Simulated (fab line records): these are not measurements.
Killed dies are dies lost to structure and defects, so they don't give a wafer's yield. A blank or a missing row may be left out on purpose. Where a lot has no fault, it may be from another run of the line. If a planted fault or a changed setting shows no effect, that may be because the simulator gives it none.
fab line records	flow sky130
record: lots: 6	wafers: 18	lastDay: 50
route steps=708 shown LI_CONTACT@366 LOCAL_INTERCONNECT@387 CONTACT@406 PAD_OPEN@708
lots that met no fault: from a run of the same line without faults
startH: the number of hours between the record's first day and the start of the first shown wafer of the lot	waitH: how many hours have passed since the lot's step before this one	" same as the row above	L1.1+2: a single row standing in for several wafers	- no value present, or no start provided	* or withheld: withheld	< > ~ a bound
route shown NAME@n: NAME is a module with steps in the file, n the number in the route of the first one	usual: mean and standard deviation over wafers with no fault	same: alike in all rows	chamber/n: place in a boat	sites: per-site readings	_std_site: standard deviation across them	_edge_site: outer sites' mean less inner sites'	radiusMm: for every site, how far away it sits from the centre of the wafer	mask NAME#n: copy n	behind: the tool/chamber that last shaped the wafer	hold: what put the lot on hold/how long, in hours/how the hold closed	device: the transistor (n, p or np) that didn't switch	end of line: the same wafers' tests at the end of the route	a step without rows: its recipe alone	killed: the dies lost at the first sort to structure and to defects; this is not the yield of the wafer	map: a wafer's dies, marking killed ones x, the rest . and places with no die _
set.NAME: the run value of the setting; set.NAME@STEP: its run value at that earlier step	model.NAME: the simulator's own value behind a step, which no gauge read
lots seen at some steps along the route; tables by step, rows by wafer
services: the hour from which a tool's chamber was out of use, counted from the record's first day as startH (under 0 if before that day), plus the number of hours and why
== steps ==
step: SKY_LI_CONTACT_DEHYDRATE_04
recipe: tempC: 200	timeS: 60
step: SKY_LI_CONTACT_HMDS_05
recipe: primeTimeS: 60	primeTempC: 120
step: SKY_LI_CONTACT_COAT_06
recipe: resist: BARC	tempC: withheld	timeS: withheld	spinRpm: 3000	resistThkNm: 60
step: SKY_LI_CONTACT_COAT_07
recipe: resist: KrF-thick	spinRpm: 3000	resistThkNm: 450
step: SKY_LI_CONTACT_SOFTBAKE_08
recipe: tempC: 100.7	timeS: 90	resist: KrF-thick
step: SKY_LI_CONTACT_EXPOSE_09
recipe: maskId: LICM1	na: 0.8	sourceShape: annular	sigmaInner: 0.55	sigmaOuter: 0.85	targetCdNm: 170	doseMj: 38
step: SKY_LI_CONTACT_PEB_10
recipe: pebTempC: withheld	pebTimeS: withheld	resist: KrF-thick
step: SKY_LI_CONTACT_DEVELOP_11
recipe: developTimeS: 60	resist: KrF-thick	devTempC: 21
step: SKY_LI_CONTACT_CD_MEAS_12
recipe: targetCdNm: 170
usual: cdNm: 169.7/1.2
lot.wafer	tool	chamber	startH	waitH	cdNm
L312.1	cdSem-01	-	676.98	-	168.5
L312.3	"	-	"	"	169.7
L312.6	"	-	"	"	169.8
L316.1	cdSem-01	-	711.46	-	169.2
L316.3	"	-	"	"	168.1
L316.5	"	-	"	"	168.2
L317.2	cdSem-02	-	712.63	-	167.9
L317.4	"	-	"	"	169.1
L317.5	"	-	"	"	168.7
L319.3	cdSem-01	-	750.42	-	170.0
L319.4	"	-	"	"	170.2
L319.5	"	-	"	"	169.2
L329.2	cdSem-01	-	823.25	-	169.7
L329.5	"	-	"	"	171.2
L329.6	"	-	"	"	170.9
L332.2	cdSem-02	-	835.98	-	169.1
L332.3	"	-	"	"	169.4
L332.4	"	-	"	"	170.4
step: SKY_LI_CONTACT_OVL_MEAS_13
usual: LI_CONTACT_OVL: -1/3.9
lot.wafer	tool	chamber	startH	waitH	LI_CONTACT_OVL[nm]
L312.1	overlay-01	-	677.10	0.1	-1
L312.3	"	-	"	"	-3
L312.6	"	-	"	"	-1
L316.1	overlay-02	-	711.58	0.1	6
L316.3	"	-	"	"	2
L316.5	"	-	"	"	7
L317.2	overlay-02	-	712.73	0.1	7
L317.4	"	-	"	"	2
L317.5	"	-	"	"	-2
L319.3	overlay-02	-	750.52	0.1	-1
L319.4	"	-	"	"	-1
L319.5	"	-	"	"	0
L329.2	overlay-02	-	823.35	0.1	-2
L329.5	"	-	"	"	3
L329.6	"	-	"	"	3
L332.2	overlay-02	-	836.08	0.1	-2
L332.3	"	-	"	"	-1
L332.4	"	-	"	"	-2
step: SKY_LI_CONTACT_ETCH_14
recipe: chemistry: N2/H2	target: BARC	ionEnergyEv: 200	sourceW: 500	biasW: 100	pressureMtorr: 30	n2FlowSccm: 100	h2FlowSccm: 200	stopOn: SiO2	timeS: 45.9	targetDepthA: 600
usual: drypumpMotorCurrentA: 5.4/0.46	oesProductAu: 0.854/0.0053	rfFwdPowerW: 494.5/2.2	throttleValvePct: 13.225/0.0096
lot.wafer	tool	chamber	startH	waitH	drypumpMotorCurrentA	oesProductAu	rfFwdPowerW	rfHoursCounterH	throttleValvePct
L312.1	rieDiel-04	2	677.13	0.0	4.9	0.851	497.5	19	13.233
L312.3	"	3	"	"	6.0	0.862	495.1	5	13.240
L312.6	"	2	"	"	4.9	0.852	495.6	-	13.226
L316.1	rieDiel-04	1	711.61	0.0	4.9	0.851	491.8	1	13.232
L316.3	"	2	"	"	4.9	0.853	495.4	20	13.212
L316.5	"	0	"	"	5.4	0.858	493.0	-	13.239
L317.2	rieDiel-03	1	712.76	0.0	5.1	0.854	497.5	7	13.229
L317.4	"	2	"	"	4.9	0.849	495.3	13	13.213
L317.5	"	3	"	"	5.1	0.855	492.5	-	13.213
L319.3	rieDiel-04	0	750.54	0.0	5.4	0.857	492.3	46	13.210
L319.4	"	3	"	"	5.9	0.864	492.7	8	13.230
L319.5	"	3	"	"	6.0	0.860	492.1	-	13.221
L329.2	rieDiel-04	3	823.38	0.0	6.0	0.850	496.0	10	13.224
L329.5	"	1	"	"	4.9	0.847	490.8	-	13.235
L329.6	"	0	"	"	5.4	0.851	493.1	-	13.232
L332.2	rieDiel-03	0	836.11	0.0	5.8	0.851	495.0	12	13.230
L332.3	"	1	"	"	5.1	0.864	500.0	10	13.207
L332.4	"	0	"	"	5.8	0.864	495.3	-	13.196
step: SKY_LI_CONTACT_ETCH_15
recipe: target: PSG	chemistry: C4F8/O2/Ar	stopOn: Si	taperDeg: 4.15	maskMaterial: KrF-thick	sourceW: 1500	biasW: 1200	pressureMtorr: 40	c4f8FlowSccm: withheld	O2_flow_sccm: 6	Ar_flow_sccm: 300	timeS: withheld	targetDepthA: 6000
usual: oesProductAu: 0.837/0.0048	rfFwdPowerW: 1492/5.3
lot.wafer	tool	chamber	startH	waitH	oesProductAu	rfFwdPowerW
L312.1	rieDiel-04	2	677.17	0.0	0.828	1491
L312.3	"	3	"	"	0.846	1487
L312.6	"	2	"	"	0.838	1488
L316.1	rieDiel-04	1	711.66	0.0	0.839	1493
L316.3	"	2	"	"	0.836	1502
L316.5	"	0	"	"	0.831	1484
L317.2	rieDiel-03	1	712.81	0.0	0.842	1494
L317.4	"	2	"	"	0.838	1493
L317.5	"	3	"	"	0.839	1490
L319.3	rieDiel-04	0	750.58	0.0	0.839	1485
L319.4	"	3	"	"	0.833	1481
L319.5	"	3	"	"	0.832	1493
L329.2	rieDiel-04	3	823.43	0.0	0.835	1491
L329.5	"	1	"	"	0.836	1494
L329.6	"	0	"	"	0.835	1487
L332.2	rieDiel-03	0	836.16	0.0	0.840	1488
L332.3	"	1	"	"	0.828	1495
L332.4	"	0	"	"	0.836	1491
step: SKY_LI_CONTACT_STRIP_16
recipe: chemistry: O2/N2	powerW: 1400	pressureMtorr: 1500	platenTempC: withheld	o2FlowSccm: 3000	n2FlowSccm: 300	overashFraction: 0.5
usual: drypumpMotorCurrentA: 5.6/0.43	oesProductAu: 0.376/0.0045	stripTimeToEndpointS: 3.488/0.028
lot.wafer	tool	chamber	startH	waitH	drypumpMotorCurrentA	oesProductAu	rfHoursCounterH	stripTimeToEndpointS
L312.1	plasmaAsher-03	0	677.26	-	5.9	0.375	56	3.534
L312.3	"	0	"	"	5.9	0.385	-	3.455
L312.6	"	1	"	"	5.6	0.378	-	3.546
L316.1	plasmaAsher-04	1	711.74	-	4.9	0.373	91	3.432
L316.3	"	1	"	"	5.0	0.367	-	3.502
L316.5	"	0	"	"	5.9	0.377	-	3.520
L317.2	plasmaAsher-04	1	712.89	-	5.0	0.377	91	3.495
L317.4	"	1	"	"	5.0	0.373	-	3.470
L317.5	"	0	"	"	5.9	0.381	-	3.490
L319.3	plasmaAsher-04	0	750.70	-	5.9	0.377	-	3.487
L319.4	"	1	"	"	5.0	0.389	-	3.484
L319.5	"	0	"	"	5.9	0.372	-	3.463
L329.2	plasmaAsher-02	1	823.51	-	5.4	0.376	37	3.463
L329.5	"	1	"	"	5.5	0.367	-	3.437
L329.6	"	0	"	"	6.3	0.376	-	3.464
L332.2	plasmaAsher-04	1	836.24	-	5.0	0.375	104	3.514
L332.3	"	1	"	"	5.0	0.374	-	3.517
L332.4	"	0	"	"	5.9	0.377	-	3.501
step: SKY_LI_CONTACT_CLEAN_17
recipe: chemistry: NMP	timeS: 600	tempC: 60	dry: n2Spin
step: SKY_LI_CONTACT_PRE_CLEAN_18
recipe: gas: Ar	timeS: 5.6	biasV: 358
step: SKY_LI_CONTACT_SPUTTER_19
recipe: material: Ti	targetThkNm: 20	chamberPressurePa: 5	powerW: 2500	substrateTempC: 200	timeS: 106.37
usual: throttleValvePct: 29.8/0.86
lot.wafer	tool	chamber	startH	waitH	throttleValvePct
L312.1	pvdSputter-03	-	677.56	0.0	30.5
L312.3	"	-	"	"	29.9
L312.6	"	-	"	"	29.3
L316.1	pvdSputter-02	-	712.04	0.0	29.3
L316.3	"	-	"	"	29.5
L316.5	"	-	"	"	29.7
L317.2	pvdSputter-04	-	713.19	0.0	30.1
L317.4	"	-	"	"	31.0
L317.5	"	-	"	"	28.4
L319.3	pvdSputter-03	-	750.96	0.0	30.7
L319.4	"	-	"	"	29.2
L319.5	"	-	"	"	29.4
L329.2	pvdSputter-04	-	823.82	0.0	30.9
L329.5	"	-	"	"	28.2
L329.6	"	-	"	"	29.9
L332.2	pvdSputter-04	-	836.54	0.0	28.2
L332.3	"	-	"	"	29.9
L332.4	"	-	"	"	31.2
step: SKY_LI_CONTACT_SPUTTER_20
recipe: material: TiN	targetThkNm: 20	chamberPressurePa: 5	powerW: 4000	timeS: 80
step: SKY_LI_CONTACT_CVD_21
recipe: material: W	targetThkNm: 400	timeS: 120.56	tempC: 400	pressureTorr: 40
step: SKY_LI_CONTACT_RS_MEAS_22
recipe: thkMeasGauge: four-point-probe	reads: W_of_LI_CONTACT_CVD_21+TiN_of_LI_CONTACT_SPUTTER_20+Ti_of_LI_CONTACT_SPUTTER_19
usual: LI_CONTACT_W_RS: 0.2834/0.0028
lot.wafer	tool	chamber	startH	waitH	LI_CONTACT_W_RS[ohm/sq]
L312.1	filmMetro-02	-	677.82	0.1	0.2821
L312.3	"	-	"	"	0.2831
L312.6	"	-	"	"	0.2815
L316.1	filmMetro-04	-	712.30	0.1	0.2817
L316.3	"	-	"	"	0.2843
L316.5	"	-	"	"	0.2817
L317.2	filmMetro-02	-	713.47	0.1	0.2859
L317.4	"	-	"	"	0.2894
L317.5	"	-	"	"	0.2853
L319.3	filmMetro-04	-	751.26	0.1	0.2778
L319.4	"	-	"	"	0.2798
L319.5	"	-	"	"	0.2765
L329.2	filmMetro-01	-	824.10	0.1	0.2860
L329.5	"	-	"	"	0.2833
L329.6	"	-	"	"	0.2839
L332.2	filmMetro-04	-	836.82	0.1	0.2839
L332.3	"	-	"	"	0.2861
L332.4	"	-	"	"	0.2813
step: SKY_LI_CONTACT_THK_MEAS_23
recipe: thkMeasGauge: xrf	reads: W_of_LI_CONTACT_CVD_21
usual: LI_CONTACT_W_THK: 394/5.9
lot.wafer	tool	chamber	startH	waitH	LI_CONTACT_W_THK[nm]
L312.1	filmMetro-02	-	677.94	0.1	393
L312.3	"	-	"	"	391
L312.6	"	-	"	"	391
L316.1	filmMetro-04	-	712.42	0.1	400
L316.3	"	-	"	"	394
L316.5	"	-	"	"	399
L317.2	filmMetro-02	-	713.58	0.1	386
L317.4	"	-	"	"	383
L317.5	"	-	"	"	391
L319.3	filmMetro-04	-	751.36	0.1	403
L319.4	"	-	"	"	400
L319.5	"	-	"	"	403
L329.2	filmMetro-01	-	824.21	0.1	389
L329.5	"	-	"	"	397
L329.6	"	-	"	"	390
L332.2	filmMetro-04	-	836.93	0.1	395
L332.3	"	-	"	"	394
L332.4	"	-	"	"	398
step: SKY_LI_CONTACT_CMP_24
recipe: stopOn: PSG	tOverpolishS: 20	downForcePsi: 3.5	platenRpm: 60	targetThkNm: 0	padVelocityMS: 0.94248
step: SKY_LOCAL_INTERCONNECT_SPUTTER_00
recipe: material: TiN	targetThkNm: 100	tempC: 300	powerW: 6500	timeS: 83.3	chamberPressurePa: 0.4
step: SKY_LOCAL_INTERCONNECT_RS_MEAS_01
recipe: thkMeasGauge: four-point-probe	reads: TiN_of_LOCAL_INTERCONNECT_SPUTTER_00
usual: LOCAL_INTERCONNECT_TIN_RS: 14.08/0.14
lot.wafer	tool	chamber	startH	waitH	LOCAL_INTERCONNECT_TIN_RS[ohm/sq]
L312.1	filmMetro-03	-	678.36	0.0	14.11
L312.3	"	-	"	"	14.22
L312.6	"	-	"	"	13.98
L316.1	filmMetro-01	-	712.84	0.0	14.10
L316.3	"	-	"	"	14.14
L316.5	"	-	"	"	14.04
L317.2	filmMetro-03	-	714.01	0.1	14.20
L317.4	"	-	"	"	14.40
L317.5	"	-	"	"	14.22
L319.3	filmMetro-02	-	751.81	0.1	14.17
L319.4	"	-	"	"	14.02
L319.5	"	-	"	"	14.22
L329.2	filmMetro-02	-	824.65	0.1	14.40
L329.5	"	-	"	"	14.30
L329.6	"	-	"	"	14.35
L332.2	filmMetro-01	-	837.36	0.1	13.78
L332.3	"	-	"	"	13.88
L332.4	"	-	"	"	13.96
step: SKY_LOCAL_INTERCONNECT_THK_MEAS_02
recipe: thkMeasGauge: xrf	reads: TiN_of_LOCAL_INTERCONNECT_SPUTTER_00
usual: LOCAL_INTERCONNECT_TIN_THK: 98.7/1
lot.wafer	tool	chamber	startH	waitH	LOCAL_INTERCONNECT_TIN_THK[nm]
L312.1	filmMetro-03	-	678.48	0.1	98.4
L312.3	"	-	"	"	97.8
L312.6	"	-	"	"	98.9
L316.1	filmMetro-01	-	712.96	0.1	97.9
L316.3	"	-	"	"	98.3
L316.5	"	-	"	"	98.7
L317.2	filmMetro-03	-	714.12	0.1	98.1
L317.4	"	-	"	"	96.5
L317.5	"	-	"	"	97.6
L319.3	filmMetro-02	-	751.91	0.1	97.0
L319.4	"	-	"	"	98.8
L319.5	"	-	"	"	97.2
L329.2	filmMetro-02	-	824.76	0.1	97.0
L329.5	"	-	"	"	97.3
L329.6	"	-	"	"	97.4
L332.2	filmMetro-01	-	837.47	0.1	100.8
L332.3	"	-	"	"	99.9
L332.4	"	-	"	"	99.6
step: SKY_LOCAL_INTERCONNECT_DEHYDRATE_03
recipe: tempC: 200	timeS: 60
step: SKY_LOCAL_INTERCONNECT_HMDS_04
recipe: primeTimeS: 60	primeTempC: 120
step: SKY_LOCAL_INTERCONNECT_COAT_05
recipe: resist: BARC	tempC: withheld	timeS: withheld	spinRpm: 3000	resistThkNm: 60
step: SKY_LOCAL_INTERCONNECT_COAT_06
recipe: resist: KrF-thick	spinRpm: 3000	resistThkNm: 442.9
step: SKY_LOCAL_INTERCONNECT_SOFTBAKE_07
recipe: tempC: 100	timeS: 90	resist: KrF-thick
step: SKY_LOCAL_INTERCONNECT_EXPOSE_08
recipe: maskId: LI1M	na: 0.8	sourceShape: annular	sigmaInner: 0.55	sigmaOuter: 0.85	targetCdNm: 170	doseMj: 28
step: SKY_LOCAL_INTERCONNECT_PEB_09
recipe: pebTempC: withheld	pebTimeS: withheld	resist: KrF-thick
step: SKY_LOCAL_INTERCONNECT_DEVELOP_10
recipe: developTimeS: 60	resist: KrF-thick	devTempC: 21
step: SKY_LOCAL_INTERCONNECT_CD_MEAS_11
recipe: targetCdNm: 170
usual: cdNm: 170.5/1.6
lot.wafer	tool	chamber	startH	waitH	cdNm
L312.1	cdSem-02	-	705.98	-	170.3
L312.3	"	-	"	"	171.4
L312.6	"	-	"	"	169.7
L316.1	cdSem-01	-	740.74	-	170.8
L316.3	"	-	"	"	171.7
L316.5	"	-	"	"	171.1
L317.2	cdSem-02	-	741.85	-	169.9
L317.4	"	-	"	"	169.5
L317.5	"	-	"	"	170.5
L319.3	cdSem-01	-	778.60	-	173.1
L319.4	"	-	"	"	173.2
L319.5	"	-	"	"	172.6
L329.2	cdSem-01	-	850.70	-	168.3
L329.5	"	-	"	"	170.9
L329.6	"	-	"	"	170.3
L332.2	cdSem-01	-	863.45	-	171.0
L332.3	"	-	"	"	167.1
L332.4	"	-	"	"	171.1
step: SKY_LOCAL_INTERCONNECT_OVL_MEAS_12
usual: LOCAL_INTERCONNECT_OVL: -2/5.3
lot.wafer	tool	chamber	startH	waitH	LOCAL_INTERCONNECT_OVL[nm]
L312.1	overlay-02	-	706.10	0.1	10
L312.3	"	-	"	"	5
L312.6	"	-	"	"	12
L316.1	overlay-01	-	740.86	0.1	0
L316.3	"	-	"	"	-2
L316.5	"	-	"	"	-5
L317.2	overlay-02	-	741.96	0.1	-3
L317.4	"	-	"	"	1
L317.5	"	-	"	"	-8
L319.3	overlay-02	-	778.69	0.1	-3
L319.4	"	-	"	"	-5
L319.5	"	-	"	"	-2
L329.2	overlay-01	-	850.81	0.1	-3
L329.5	"	-	"	"	-4
L329.6	"	-	"	"	-5
L332.2	overlay-02	-	863.56	0.1	-8
L332.3	"	-	"	"	-11
L332.4	"	-	"	"	-8
step: SKY_LOCAL_INTERCONNECT_ETCH_13
recipe: chemistry: N2/H2	target: BARC	ionEnergyEv: 200	biasW: 100	pressureMtorr: 30	n2FlowSccm: 100	h2FlowSccm: 200	icpW: 500	stopOn: SiO2	timeS: 45.9	targetDepthA: 600
usual: drypumpMotorCurrentA: 5.7/0.52	heBacksideLeakSccm: 3.36/0.3	oesProductAu: 0.854/0.0043	rfFwdPowerW: 495.3/1.8	throttleValvePct: 13.224/0.0089
lot.wafer	tool	chamber	startH	waitH	drypumpMotorCurrentA	heBacksideLeakSccm	oesProductAu	rfFwdPowerW	rfHoursCounterH	throttleValvePct
L312.1	rieMetal-04	0	706.14	0.0	4.9	3.34	0.853	496.3	10	13.228
L312.3	"	0	"	"	5.0	3.34	0.856	495.1	-	13.226
L312.6	"	1	"	"	6.1	3.54	0.859	496.6	-	13.234
L316.1	rieMetal-01	1	740.90	0.0	6.6	3.45	0.854	496.0	4	13.225
L316.3	"	1	"	"	6.6	3.35	0.857	495.8	-	13.218
L316.5	"	1	"	"	6.6	3.52	0.858	495.8	-	13.232
L317.2	rieMetal-04	1	741.99	0.0	6.1	3.43	0.850	497.9	12	13.228
L317.4	"	0	"	"	4.9	3.56	0.856	496.6	-	13.231
L317.5	"	0	"	"	5.0	3.46	0.853	495.7	-	13.216
L319.3	rieMetal-03	0	778.73	0.0	5.8	3.03	0.851	494.3	-	13.230
L319.4	"	1	"	"	5.5	3.25	0.857	496.6	-	13.219
L319.5	"	0	"	"	5.8	3.03	0.848	495.5	-	13.215
L329.2	rieMetal-04	0	850.84	0.0	4.9	3.36	0.857	493.2	16	13.212
L329.5	"	0	"	"	5.0	3.42	0.859	494.0	-	13.233
L329.6	"	1	"	"	6.1	3.49	0.852	495.6	-	13.215
L332.2	rieMetal-04	0	863.59	0.0	4.9	3.46	0.855	497.1	16	13.214
L332.3	"	1	"	"	6.1	3.49	0.856	495.1	-	13.226
L332.4	"	0	"	"	4.9	3.40	0.857	500.3	-	13.234
step: SKY_LOCAL_INTERCONNECT_METAL_ETCH_14
recipe: targetDepthNm: 110	stopOn: PSG	chemistry: Cl2/BCl3	target: TiN	resistSidewallDeg: 88	pressureMtorr: 10	icpW: 900	biasW: 48.5	Cl2_flow_sccm: 60	bcl3FlowSccm: 30	timeS: 31.4
step: SKY_LOCAL_INTERCONNECT_STRIP_15
recipe: chemistry: O2/N2	powerW: 1400	pressureMtorr: 1500	platenTempC: withheld	o2FlowSccm: 3000	n2FlowSccm: 300	overashFraction: 0.5
step: SKY_LOCAL_INTERCONNECT_STRIP_16
recipe: chemistry: postEtchResidueRemover	timeS: 1200	tempC: 72.5
step: SKY_LOCAL_INTERCONNECT_CLEAN_17
recipe: chemistry: IPA	timeS: 180	tempC: 25
step: SKY_LOCAL_INTERCONNECT_CLEAN_18
recipe: chemistry: O3/DIW	dry: n2Spin
step: SKY_CONTACT_CVD_00
recipe: material: Si3N4	targetThkNm: 75	tempC: 400	timeS: withheld	rfW: 450
usual: heaterPowerW: 779/160	rfFwdPowerW: 444.5/2.3	susceptorTempC: 400.02/0.21
lot.wafer	tool	chamber	startH	waitH	heaterPowerW	rfFwdPowerW	susceptorTempC
L312.1	pecvd-01	0	706.85	0.0	909	446.7	400.13
L312.3	"	2	"	"	896	446.3	400.14
L312.6	"	0	"	"	899	447.0	400.05
L316.1	pecvd-04	2	741.65	0.0	909	441.8	400.35
L316.3	"	0	"	"	559	443.3	400.35
L316.5	"	2	"	"	906	441.6	400.17
L317.2	pecvd-02	2	742.70	0.0	761	442.8	400.09
L317.4	"	0	"	"	899	443.2	400.01
L317.5	"	2	"	"	768	443.1	399.93
L319.3	pecvd-04	2	779.42	0.0	940	443.8	400.04
L319.4	"	2	"	"	956	444.4	399.87
L319.5	"	1	"	"	578	446.2	399.70
L329.2	pecvd-04	1	851.59	0.0	561	444.3	399.57
L329.5	"	1	"	"	554	441.3	400.10
L329.6	"	2	"	"	897	447.2	399.97
L332.2	pecvd-01	2	864.36	0.0	820	446.9	400.00
L332.3	"	1	"	"	464	444.1	400.41
L332.4	"	1	"	"	487	445.1	400.14
step: SKY_CONTACT_THK_MEAS_01
recipe: reads: Si3N4_of_CONTACT_CVD_00
usual: CONTACT_CVD_00_THK: 74.9/0.92
lot.wafer	tool	chamber	startH	waitH	CONTACT_CVD_00_THK[nm]
L312.1	filmMetro-01	-	706.88	-	72.9
L312.3	"	-	"	"	74.0
L312.6	"	-	"	"	74.0
L316.1	filmMetro-01	-	741.68	-	74.9
L316.3	"	-	"	"	75.9
L316.5	"	-	"	"	76.2
L317.2	filmMetro-01	-	742.74	-	73.1
L317.4	"	-	"	"	75.5
L317.5	"	-	"	"	75.2
L319.3	filmMetro-04	-	779.47	-	74.5
L319.4	"	-	"	"	75.4
L319.5	"	-	"	"	75.3
L329.2	filmMetro-01	-	851.63	-	74.1
L329.5	"	-	"	"	75.6
L329.6	"	-	"	"	74.3
L332.2	filmMetro-03	-	864.41	-	75.0
L332.3	"	-	"	"	75.2
L332.4	"	-	"	"	74.8
step: SKY_PAD_OPEN_PROBE_99
usual: killed_at_M0_to_M3: 44/6.9	killed_at_M4_up: 3.3/1.7	killedAtContacts: 24/4.7	killedAtFrontEnd: 15/4.5	killedAtOther: 0.2/0.49	killedDies: 86/8.4	killedOpen: 47/6.5	killedShort: 39/6
same: grossDies: 492	killedAtBackSide: 0
lot.wafer	tool	chamber	startH	waitH	killed_at_M0_to_M3	killed_at_M4_up	killedAtContacts	killedAtFrontEnd	killedAtOther	killedDies	killedOpen	killedShort
L317.5	prober-02	-	1101.88	0.2	43	1	58	14	0	116	42	41
L319.3	prober-01	-	1129.44	0.2	42	2	63	10	0	117	42	38
L319.5	prober-01	-	1129.54	0.2	37	3	65	22	1	128	53	43
killed by level:class
L317.5 LI_CONTACT:unspecified=33 CONTACT:geometricParticle:open=9 FIELD_ISO:geometricParticle:open=6 LI_CONTACT:geometricParticle:open=6 METAL2:geometricParticle:short=6 VIA1:geometricParticle:short=5 METAL3:geometricParticle:short=5 VIA3:geometricParticle:open=5
L319.3 LI_CONTACT:unspecified=37 LI_CONTACT:geometricParticle:open=7 VIA2:geometricParticle:open=6 VIA3:geometricParticle:open=5 VIA1:geometricParticle:short=5 CONTACT:geometricParticle:open=5 METAL1:geometricParticle:short=5 LOCAL_INTERCONNECT:geometricParticle:short=5
L319.5 LI_CONTACT:unspecified=32 LI_CONTACT:geometricParticle:open=11 VIA1:geometricParticle:open=9 CONTACT:geometricParticle:open=7 FIELD_ISO:geometricParticle:open=6 CONTACT:geometricParticle:short=6 VIA3:geometricParticle:open=6 POLY_GATE:geometricParticle:open=5
map L317.5 (x killed, . not)
__________.........._________
________..x.......x..x_______
______..........x....x.x_____
_____..x.xxx..........x..____
____....xxx.x..........x..___
___..x.....x..xx...........__
__.xx................x......_
_x.....x...xx.x...x..xx......
_xxxxxx......xx...........x.x
_xxxxxx..........x...x.......
_xxxxxxx..x.....x...x.x....x.
_xxxxxx........x...xx........
_xxxxxx...........x.....x.xx.
_xxxx........x..x..x.........
_x..........x......x.....x.x.
__..x....x....xx......x....._
___.x..x...x.............x.__
____..x............x......___
_____....x....x....x.....____
______..x.....x.xx...x.._____
________..x.....x....._______
__________.x..x....x_________
map L319.5 (x killed, . not)
__________x.....x..._________
________..xx...x.x...._______
______....x..........x.._____
_____...........xx..x...x____
____.....x.x.....xx.......___
___.......xxx..x........xx.__
__..xx.x...........xx..x...x_
_xxxxxxx.x...............x...
_xxxxx....x..x........x.x....
_xxxxxx.x.............x.x....
_xxxxxx..............x.xx.xx.
_xxxxx.x..x.x....xx.x........
_xxxxx.xx.x..........x.......
_......x....x..........x.....
_..x.x.....x...........x....x
__.......x.x....xxx..x...x.x_
___x......x....x.....x.x...__
____x.x....x..xxx.x.x.x...___
_____.x.....x......x.x..x____
______x.....x..........._____
________x........x..x._______
__________....x....._________
== services ==
tool	chamber	startH	hours	kind
pvdSputter-03	-	655.11	0.8	repair
rieDiel-04	-	656.46	0.5	repair
pecvd-02	-	664.40	2.8	pm
rieDiel-03	2	670.67	12.4	repair
rieMetal-01	1	674.08	1.1	repair
pecvd-02	1	678.16	3.5	repair
rieMetal-04	-	685.75	2.8	pm
plasmaAsher-03	-	691.11	0.6	repair
rieDiel-04	-	691.91	0.3	repair
rieMetal-01	-	693.32	2.8	pm
rieDiel-03	1	704.84	3.2	repair
pecvd-04	1	707.74	17.7	repair
pvdSputter-03	-	710.50	0.7	repair
pecvd-04	-	712.21	4.3	pm
rieMetal-04	-	715.06	1.1	repair
rieMetal-04	-	716.94	0.3	repair
pecvd-04	2	720.48	4.1	repair
rieMetal-04	0	751.44	2.2	repair
rieDiel-03	3	751.89	9.5	repair
rieDiel-04	-	783.03	0.3	repair
rieDiel-03	0	796.27	11.3	repair
rieDiel-03	2	805.27	36.2	repair
pvdSputter-04	-	806.81	2.7	repair
pvdSputter-03	-	848.06	4.5	repair
== key ==
firstSign: step: SKY_PAD_OPEN_PROBE_99	reading: killedAtContacts	direction: up	sigmas: 8.1	usual: 24	struck: 62
effect: step: SKY_PAD_OPEN_PROBE_99	reading: killedDies	direction: up	sigmas: 4	usual: 86	struck: 120
metAt SKY_LI_CONTACT_STRIP_16
struckWafers L317.5,L319.3,L319.5
testerLeftOut L317,L319
onsetBetween 711.74 712.89
fault: kind: chamberParticleSource	tool: plasmaAsher-04	chamber: 0	onsetH: 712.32	steps: SKY_LI_CONTACT_STRIP_16	ratePerVisitCm2: 0.59707	endH: 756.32
testerLeftOut: of these lots the tester's yield and bins aren't shown, on N5 and GAA mostly nor the transistor test; their killed dies are dies lost to structure and defects alone, not to doping, threshold or leakage, so they don't give the yield
